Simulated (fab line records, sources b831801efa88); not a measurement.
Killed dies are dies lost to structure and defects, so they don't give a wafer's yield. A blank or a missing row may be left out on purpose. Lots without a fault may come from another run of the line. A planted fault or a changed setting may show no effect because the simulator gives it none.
Which tool did it? | flow gf180mcu | 6 lots, 18 wafers sampled, at 2 steps of a route of 602

WHAT THE GAUGES READ, wafer by wafer
GF_SAB_THK_MEAS_01.
lot  | measured     | on            | SAB_CVD_00_THK (nm)
L695 | day 14 16:34 | film_metro-04 | 49.8 49.8 50.0
L697 | day 15 07:42 | film_metro-03 | 49.5 49.1 49.7
L700 | day 16 08:20 | film_metro-04 | 42.2 50.0 49.4 42.2 50.0 49.4
L704 | day 18 01:37 | film_metro-04 | 49.3 43.2 49.8 49.3 43.3 49.8
L710 | day 20 00:23 | film_metro-03 | 49.6 50.0 49.6
L715 | day 21 16:25 | film_metro-04 | 49.8 48.1 50.3

WHICH TOOL RAN EACH LOT (tool, then ch and the chambers of the sampled wafers, then the start)
lot  | GF_SAB_CVD_00
L695 | pecvd-03 ch 0,2, day 14 16:32
L697 | pecvd-03 ch 0,2, day 15 07:41
L700 | pecvd-03 ch 0,1,2, day 16 08:18
L704 | pecvd-03 ch 0,1,2, day 18 01:35
L710 | pecvd-02 ch 0,1,2, day 20 00:21
L715 | pecvd-04 ch 0,1,2, day 21 16:18
- GF_SAB_CVD_00: deposits SiO2 from TEOS, target thk 50 nm, time 4.9302 s.

THE ANSWER, worked out from the rows above alone
Rule: what is usual is taken from the lots themselves. Put in order of their means at a reading, lots are off if they are a third of the lots or fewer, leave a main group of 4 or more, and stand apart from it by a gap of 3 or more times the standard deviation of the main group's means; of several such gaps the widest counts. A main group whose means are all the same, to the digits that the tables above print for the reading, isn't used. A lot without any number at a reading at which 4 lots or more have one is off too. The other lots that the step has rows for count as sound.
Off: L700, L704, at GF_SAB_THK_MEAS_01 (SAB_CVD_00_THK). The main group: mean 49.6 nm, standard deviation 0.2.
A tool fits if, at a process step before that reading, it ran every lot that is off, and no sound lot after the first of them. The gauges at GF_SAB_THK_MEAS_01 are tried like those tools. One fits: pecvd-03 at GF_SAB_CVD_00. Its last sound lot is L697 (day 15 07:41), its first lot that is off L700 (day 16 08:18): a fault that began between those two fits.

WHAT THE SIMULATOR HAD PUT IN
Site profile drift: pecvd-03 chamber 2, from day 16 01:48 on, at GF_SAB_CVD_00. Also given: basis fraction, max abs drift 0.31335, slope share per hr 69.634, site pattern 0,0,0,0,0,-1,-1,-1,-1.
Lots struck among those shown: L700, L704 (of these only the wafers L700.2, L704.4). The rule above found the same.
